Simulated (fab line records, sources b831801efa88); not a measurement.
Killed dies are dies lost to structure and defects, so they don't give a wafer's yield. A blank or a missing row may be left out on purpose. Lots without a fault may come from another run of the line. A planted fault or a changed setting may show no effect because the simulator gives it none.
fab line records | flow sky130
record lots=5 wafers=15 last_day=50
route steps=708 shown PWDE@48 NWELL@56 PAD_OPEN@708
lots that met no fault: from a run of the same line without faults
start_h: hours from the record's first day to the start of the lot's first wafer shown | wait_h: hours since the lot's step before | " the same as in the row above | L1.1+2: a row that stands for several wafers | - no value, or no start given | * or withheld: withheld | < > ~ a bound
route shown NAME@n: a module of which the file shows steps, and the number in the route of the first | usual: mean/standard deviation of fault-free wafers | same: alike in all rows | chamber/n: place in a boat | sites: the reading at each site | _std_site: their standard deviation | _edge_site: outer sites' mean less inner sites' | radius_mm: how far each site lies from the wafer's centre | mask NAME#n: copy n | behind: the tool/chamber that last shaped the wafer | hold: why the lot was held/for how many hours/how that ended | device: the transistor (n, p or np) that didn't switch | end of line: the same wafers' tests at the end of the route | a step without rows: its recipe alone | killed: dies lost to structure and defects at the first sort, not the wafer's yield | map: a wafer's dies, x killed, . not, _ none there
set.NAME: the setting as run; set.NAME@STEP: as run at that earlier step | model.NAME: the simulator's own value behind a step, which no gauge read
lots at some steps of the route; a table a step, a row a wafer
services: from which hour (start_h, from the record's first day; less than 0 if before it) a tool's chamber was out of use, for how many hours, and why
## steps
# step SKY_PWDE_SOFTBAKE_03
# recipe temp_c=110 time_s=withheld
# step SKY_PWDE_EXPOSE_04
# recipe mask_id=PWDEM na=0.6 source_shape=conventional sigma_outer=0.6 polarization=unpolarized target_cd_nm=840 dose_mj=214
# step SKY_PWDE_PEB_05
# recipe temp_c=115 time_s=withheld
# step SKY_PWDE_DEVELOP_06
# recipe wall_angle_deg=90 developer=TMAH develop_time_s=60 dev_temp_c=23
# step SKY_PWDE_OVL_MEAS_07
# usual PWDE_OVL=0.5/1.5
# columns lot.wafer tool chamber start_h wait_h PWDE_OVL[nm]
L997.2 overlay-02 - 80.64 - 1.4
L997.4 " - " " 0.5
L997.6 " - " " -0.9
L101.1 overlay-01 - 106.73 - -1.5
L101.2 " - " " 0.0
L101.4 " - " " -1.7
L108.2 overlay-02 - 143.19 - -0.6
L108.4 " - " " 1.5
L108.5 " - " " 1.2
L117.1 overlay-01 - 194.22 - -0.6
L117.2 " - " " 0.9
L117.6 " - " " 1.6
L118.2 overlay-01 - 212.32 - 0.4
L118.4 " - " " 2.8
L118.6 " - " " 3.5
# step SKY_PWDE_IMPLANT_08
# recipe species=B energy_kev=150 dose_cm2=3.684e+12 tilt_deg=withheld
# step SKY_PWDE_STRIP_09
# recipe chemistry=O2/N2 power_w=1400 pressure_mtorr=1500 platen_temp_c=withheld o2_flow_sccm=3000 n2_flow_sccm=300 overash_fraction=0.5
# usual drypump_motor_current_A=5.7/0.48 n2_flow_sccm=300.0/0.91 o2_flow_sccm=2999/9.1 oes_product_au=0.722/0.0046 strip_time_to_endpoint_s=36.95/0.095
# columns lot.wafer tool chamber start_h wait_h drypump_motor_current_A n2_flow_sccm o2_flow_sccm oes_product_au rf_hours_counter_h strip_time_to_endpoint_s
L997.2 plasma_asher-04 1 80.82 0.1 5.7 299.2 2994 0.726 26 36.93
L997.4 " 1 " " 5.7 299.9 2985 0.726 - 36.94
L997.6 " 0 " " 5.2 299.3 2999 0.731 - 36.94
L101.1 plasma_asher-04 0 106.92 0.1 5.2 299.3 3000 0.720 29 36.81
L101.2 " 1 " " 5.7 300.4 3002 0.723 29 36.83
L101.4 " 1 " " 5.7 300.2 3003 0.727 - 36.69
L108.2 plasma_asher-04 1 143.37 0.1 5.7 300.6 3000 0.716 32 36.90
L108.4 " 1 " " 5.7 299.8 2987 0.717 - 36.89
L108.5 " 1 " " 5.7 299.8 3010 0.723 - 36.91
L117.1 plasma_asher-04 0 194.40 0.1 5.2 301.5 2998 0.716 37 36.95
L117.2 " 1 " " 5.7 300.9 2999 0.736 37 36.97
L117.6 " 1 " " 5.7 299.6 2994 0.722 - 36.98
L118.2 plasma_asher-03 0 212.50 0.1 5.2 298.9 2993 0.712 50 36.96
L118.4 " 0 " " 5.2 300.7 2992 0.728 - 37.00
L118.6 " 0 " " 5.2 300.6 3012 0.717 - 36.88
# step SKY_PWDE_TW_MEAS_10
# usual PWDE_TW=377/3.7
# columns lot.wafer tool chamber start_h wait_h PWDE_TW
L997.2 film_metro-04 - 80.93 0.1 372
L997.4 " - " " 374
L997.6 " - " " 370
L101.1 film_metro-01 - 107.02 0.1 375
L101.2 " - " " 375
L101.4 " - " " 375
L108.2 film_metro-02 - 143.48 0.1 381
L108.4 " - " " 379
L108.5 " - " " 377
L117.1 film_metro-02 - 194.50 0.1 381
L117.2 " - " " 379
L117.6 " - " " 378
L118.2 film_metro-04 - 212.61 0.1 369
L118.4 " - " " 369
L118.6 " - " " 370
# step SKY_NWELL_DEHYDRATE_03
# recipe temp_c=200 time_s=60
# step SKY_NWELL_HMDS_04
# recipe prime_time_s=60 prime_temp_c=120
# step SKY_NWELL_COAT_05
# recipe spin_rpm=2000 resist_thk_nm=3000
# step SKY_NWELL_SOFTBAKE_06
# recipe temp_c=110 time_s=withheld
# step SKY_NWELL_EXPOSE_07
# recipe mask_id=NWM na=0.6 source_shape=conventional sigma_outer=0.6 polarization=unpolarized target_cd_nm=840 dose_mj=255
# columns lot.wafer tool chamber start_h wait_h mask
L997.2+4+6 iline_stepper-02 0 89.49 - NWM#0
L101.1+2+4 iline_stepper-02 0 116.43 - NWM#0
L108.2+4+5 iline_stepper-02 0 153.05 - HVTPM#0
L117.1+2+6 iline_stepper-01 0 204.82 - NWM#0
L118.2+4+6 iline_stepper-02 0 217.03 - NWM#0
# step SKY_NWELL_PEB_08
# recipe temp_c=115 time_s=withheld
# step SKY_NWELL_DEVELOP_09
# recipe wall_angle_deg=90 developer=TMAH develop_time_s=60 dev_temp_c=23
# step SKY_NWELL_OVL_MEAS_10
# usual NWELL_00_OVL=0.6/1.8
# columns lot.wafer tool chamber start_h wait_h NWELL_00_OVL[nm]
L997.2 overlay-02 - 98.29 - -2.4
L997.4 " - " " -0.2
L997.6 " - " " -1.1
L101.1 overlay-01 - 126.03 - 2.6
L101.2 " - " " 1.1
L101.4 " - " " 2.4
L108.2 overlay-01 - 162.79 - -
L108.4 " - " " -
L108.5 " - " " -
L117.1 overlay-02 - 213.25 - -1.4
L117.2 " - " " -1.6
L117.6 " - " " -1.3
L118.2 overlay-01 - 229.37 - 3.3
L118.4 " - " " 2.2
L118.6 " - " " 0.3
# step SKY_NWELL_IMPLANT_11
# recipe species=P energy_kev=400 dose_cm2=1.9e+13 tilt_deg=withheld
# step SKY_NWELL_IMPLANT_12
# recipe species=P energy_kev=120 dose_cm2=1.3e+12 tilt_deg=withheld
# step SKY_NWELL_IMPLANT_13
# recipe species=P energy_kev=50 dose_cm2=7e+11 tilt_deg=withheld
# step SKY_NWELL_STRIP_14
# recipe chemistry=O2/N2 power_w=1400 pressure_mtorr=1500 platen_temp_c=withheld o2_flow_sccm=3000 n2_flow_sccm=300 overash_fraction=0.5
# usual drypump_motor_current_A=5.8/0.42 n2_flow_sccm=299.9/0.86 o2_flow_sccm=3000/9.1 oes_product_au=0.722/0.0046 strip_time_to_endpoint_s=36.94/0.091
# columns lot.wafer tool chamber start_h wait_h drypump_motor_current_A n2_flow_sccm o2_flow_sccm oes_product_au rf_hours_counter_h strip_time_to_endpoint_s
L997.2 plasma_asher-02 0 98.77 0.1 6.3 299.4 3002 0.727 43 37.01
L997.4 " 1 " " 6.5 300.5 3001 0.720 - 37.02
L997.6 " 0 " " 6.3 299.3 2990 0.722 - 36.99
L101.1 plasma_asher-04 1 126.52 0.1 5.7 300.6 2995 0.725 30 37.02
L101.2 " 0 " " 5.2 298.9 3011 0.725 30 37.09
L101.4 " 0 " " 5.2 299.9 3016 0.730 - 36.97
L108.2 plasma_asher-01 0 163.27 0.1 5.7 299.5 2999 0.718 4 36.86
L108.4 " 1 " " 6.1 302.0 2988 0.726 - 36.94
L108.5 " 1 " " 6.1 300.4 2997 0.725 - 36.97
L117.1 plasma_asher-02 1 214.79 0.1 6.5 300.7 3024 0.720 55 37.04
L117.2 " 0 " " 6.3 300.9 2985 0.720 55 37.14
L117.6 " 1 " " 6.5 300.6 3004 0.729 - 37.05
L118.2 plasma_asher-04 0 229.85 0.1 5.2 300.5 2998 0.720 40 36.97
L118.4 " 0 " " 5.2 299.0 3003 0.717 - 36.85
L118.6 " 0 " " 5.2 300.4 3006 0.709 - 37.02
# step SKY_NWELL_TW_MEAS_15
# usual NWELL_TW=1812/18
# columns lot.wafer tool chamber start_h wait_h NWELL_TW
L997.2 film_metro-04 - 98.88 0.1 1809
L997.4 " - " " 1805
L997.6 " - " " 1804
L101.1 film_metro-02 - 126.62 0.1 1838
L101.2 " - " " 1840
L101.4 " - " " 1841
L108.2 film_metro-04 - 163.38 0.1 30
L108.4 " - " " 30
L108.5 " - " " 29
L117.1 film_metro-01 - 215.00 0.2 1819
L117.2 " - " " 1812
L117.6 " - " " 1818
L118.2 film_metro-04 - 229.96 0.1 1787
L118.4 " - " " 1787
L118.6 " - " " 1792
# step SKY_NWELL_DEHYDRATE_16
# recipe temp_c=200 time_s=60
# step SKY_PAD_OPEN_PROBE_99
# usual killed_at_M0_to_M3=43/6.3 killed_at_M4_up=3.3/1.7 killed_at_contacts=24/5.4 killed_at_front_end=16/4.6 killed_at_other=0.4/0.7 killed_dies=87/9.4 killed_on_rim=17/3.9 killed_open=47/6.9 killed_short=39/6.1
# same gross_dies=492 killed_at_back_side=0
# columns lot.wafer tool chamber start_h wait_h killed_at_M0_to_M3 killed_at_M4_up killed_at_contacts killed_at_front_end killed_at_other killed_dies killed_on_rim killed_open killed_short
L997.2 prober-01 - 1091.36 0.1 41 7 19 13 0 80 15 39 41
L997.4 prober-01 - 1091.46 0.2 51 4 15 15 0 85 16 42 43
L997.6 prober-01 - 1091.56 0.2 45 9 24 19 0 97 25 55 42
L101.1 prober-01 - 1119.46 0.1 40 4 29 16 3 92 17 49 41
L101.2 prober-01 - 1119.51 0.1 38 1 20 24 2 85 14 42 42
L101.4 prober-01 - 1119.61 0.2 46 2 20 15 1 84 16 48 36
L108.2 prober-02 - 1156.90 0.1 43 4 26 418 1 492 96 40 46
L108.4 prober-02 - 1157.00 0.2 40 4 36 412 0 492 96 56 41
L108.5 prober-02 - 1157.05 0.2 45 4 32 411 0 492 96 56 36
L117.1 prober-01 - 1192.68 0.1 45 5 25 25 0 100 20 60 40
L117.2 prober-01 - 1192.73 0.1 43 2 24 14 0 83 18 37 46
L117.6 prober-01 - 1192.93 0.2 43 2 18 14 0 77 20 41 36
# killed by level:class
L997.2 VIA2:geometric_particle:open=9 VIA1:geometric_particle:open=9 LI_CONTACT:geometric_particle:open=7 METAL2:geometric_particle:short=7 CONTACT:geometric_particle:short=6 METAL1:geometric_particle:short=5 FIELD_ISO:geometric_particle:short=4 CONTACT:geometric_particle:open=4
L997.4 METAL1:geometric_particle:short=10 CONTACT:geometric_particle:open=9 VIA1:geometric_particle:open=8 VIA2:geometric_particle:open=8 METAL2:geometric_particle:short=6 FIELD_ISO:geometric_particle:open=4 CONTACT:geometric_particle:short=4 VIA3:geometric_particle:short=4
L997.6 VIA3:geometric_particle:open=9 VIA1:geometric_particle:open=8 CONTACT:geometric_particle:open=8 METAL4:geometric_particle:short=8 POLY_GATE:geometric_particle:open=6 VIA2:geometric_particle:open=6 FIELD_ISO:geometric_particle:open=4 FIELD_ISO:geometric_particle:short=4
L101.1 CONTACT:geometric_particle:open=11 VIA1:geometric_particle:open=8 FIELD_ISO:geometric_particle:open=7 LI_CONTACT:geometric_particle:open=7 LOCAL_INTERCONNECT:geometric_particle:short=7 METAL2:geometric_particle:short=7 VIA3:geometric_particle:open=7 METAL1:geometric_particle:short=5
L101.2 VIA1:geometric_particle:open=9 FIELD_ISO:geometric_particle:short=6 VIA3:geometric_particle:open=6 VIA2:geometric_particle:open=6 VIA2:geometric_particle:short=5 LI_CONTACT:geometric_particle:open=5 CONTACT:geometric_particle:open=5 SPACER:geometric_particle:short=4
L101.4 VIA1:geometric_particle:open=13 LI_CONTACT:geometric_particle:open=9 METAL2:geometric_particle:short=8 VIA3:geometric_particle:open=7 VIA1:geometric_particle:short=6 FIELD_ISO:geometric_particle:short=5 LI_CONTACT:geometric_particle:short=4 CONTACT:geometric_particle:open=4
L108.2 NWELL:area_expose=402 CONTACT:geometric_particle:open=9 VIA1:geometric_particle:open=9 METAL1:geometric_particle:short=7 LI_CONTACT:geometric_particle:open=6 CONTACT:geometric_particle:short=5 VIA3:geometric_particle:open=5 VIA1:geometric_particle:short=5
L108.4 NWELL:area_expose=394 LI_CONTACT:geometric_particle:open=15 CONTACT:geometric_particle:open=10 VIA1:geometric_particle:open=10 CONTACT:geometric_particle:short=7 METAL1:geometric_particle:short=5 VIA1:geometric_particle:short=5 METAL3:geometric_particle:short=5
L108.5 NWELL:area_expose=398 CONTACT:geometric_particle:open=13 VIA3:geometric_particle:open=11 VIA1:geometric_particle:open=10 METAL2:geometric_particle:short=7 LI_CONTACT:geometric_particle:open=7 VIA2:geometric_particle:open=6 LOCAL_INTERCONNECT:geometric_particle:short=5
L117.1 POLY_GATE:geometric_particle:open=10 CONTACT:geometric_particle:open=10 VIA1:geometric_particle:open=10 LI_CONTACT:geometric_particle:open=8 POLY_GATE:geometric_particle:short=8 VIA2:geometric_particle:open=8 VIA1:geometric_particle:short=7 VIA3:geometric_particle:open=7
L117.2 CONTACT:geometric_particle:open=9 METAL1:geometric_particle:short=8 VIA1:geometric_particle:open=8 LOCAL_INTERCONNECT:geometric_particle:short=7 METAL2:geometric_particle:short=7 VIA3:geometric_particle:short=6 VIA2:geometric_particle:open=5 FIELD_ISO:geometric_particle:open=3
L117.6 CONTACT:geometric_particle:open=8 VIA1:geometric_particle:open=8 POLY_GATE:geometric_particle:open=6 METAL2:geometric_particle:short=6 VIA2:geometric_particle:open=5 VIA1:geometric_particle:short=4 VIA2:geometric_particle:short=4 METAL3:geometric_particle:short=4
# map L108.2 (x killed, . not)
__________xxxxxxxxxx_________
________xxxxxxxxxxxxxx_______
______xxxxxxxxxxxxxxxxxx_____
_____xxxxxxxxxxxxxxxxxxxx____
____xxxxxxxxxxxxxxxxxxxxxx___
___xxxxxxxxxxxxxxxxxxxxxxxx__
__xxxxxxxxxxxxxxxxxxxxxxxxxx_
_xxxxxxxxxxxxxxxxxxxxxxxxxxxx
_xxxxxxxxxxxxxxxxxxxxxxxxxxxx
_xxxxxxxxxxxxxxxxxxxxxxxxxxxx
_xxxxxxxxxxxxxxxxxxxxxxxxxxxx
_xxxxxxxxxxxxxxxxxxxxxxxxxxxx
_xxxxxxxxxxxxxxxxxxxxxxxxxxxx
_xxxxxxxxxxxxxxxxxxxxxxxxxxxx
_xxxxxxxxxxxxxxxxxxxxxxxxxxxx
__xxxxxxxxxxxxxxxxxxxxxxxxxx_
___xxxxxxxxxxxxxxxxxxxxxxxx__
____xxxxxxxxxxxxxxxxxxxxxx___
_____xxxxxxxxxxxxxxxxxxxx____
______xxxxxxxxxxxxxxxxxx_____
________xxxxxxxxxxxxxx_______
__________xxxxxxxxxx_________
# map L997.6 (x killed, . not)
__________.xx...xxx._________
________.x.......x.x.._______
______......x...xx....x._____
_____x.............x.....____
____x.....xx......x..x..x.___
___................x..x....__
__...x.x................x..._
_........xx..x..x...x.xxx....
_................x..x.......x
_..x..x..x.....x..x......xx..
_..xx......................x.
_x..xx......x........x....x.x
_x..................xx.....x.
_x..............x..x...x..x.x
_x....x........x...x.x..x.x..
__...x.....x.....xx.......x._
___....x........x..x.x.x...__
____x......x......x...x...___
_____...........xx.......____
______.x.x......x..x...._____
________......x..xx..._______
__________.x...xx.x._________
## services
# columns tool chamber start_h hours kind
iline_stepper-01 - 98.47 3.9 repair
plasma_asher-01 - 108.75 9.0 pm
plasma_asher-01 0 108.75 9.0 vent_cycle
plasma_asher-01 1 108.75 9.0 vent_cycle
iline_stepper-01 - 111.00 1.7 pm
plasma_asher-04 - 111.77 4.8 repair
iline_stepper-01 - 113.23 4.2 repair
plasma_asher-01 0 117.75 - clean
plasma_asher-01 1 117.75 - clean
iline_stepper-02 - 142.00 1.7 pm
iline_stepper-01 0 180.13 - calibration
iline_stepper-01 - 188.59 4.4 repair
iline_stepper-02 0 201.23 - calibration
## key
first_sign step=SKY_NWELL_EXPOSE_07 reading=mask direction=changed
effect step=SKY_NWELL_OVL_MEAS_10 reading=NWELL_00_OVL direction=missing
effect step=SKY_NWELL_TW_MEAS_15 reading=NWELL_TW direction=down sigmas=99+ usual=1812 struck=30
effect step=SKY_PAD_OPEN_PROBE_99 reading=killed_at_front_end direction=up sigmas=87 usual=16 struck=414
more_kills_born_at SKY_NWELL_EXPOSE_07@iline_stepper-02=1194
met_at SKY_NWELL_EXPOSE_07
struck_wafers L108.2,L108.4,L108.5
tester_left_out L108
onset_between 116.43 153.05
fault kind=wrong_mask tool=any chamber=- onset_h=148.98 steps=SKY_NWELL_EXPOSE_07 aux_copy=HVTPM#0 scope=struck_lots_only
# tester_left_out: of these lots the tester's yield and bins aren't shown, on N5 and GAA mostly nor the transistor test; their killed dies are dies lost to structure and defects alone, not to doping, threshold or leakage, so they don't give the yield
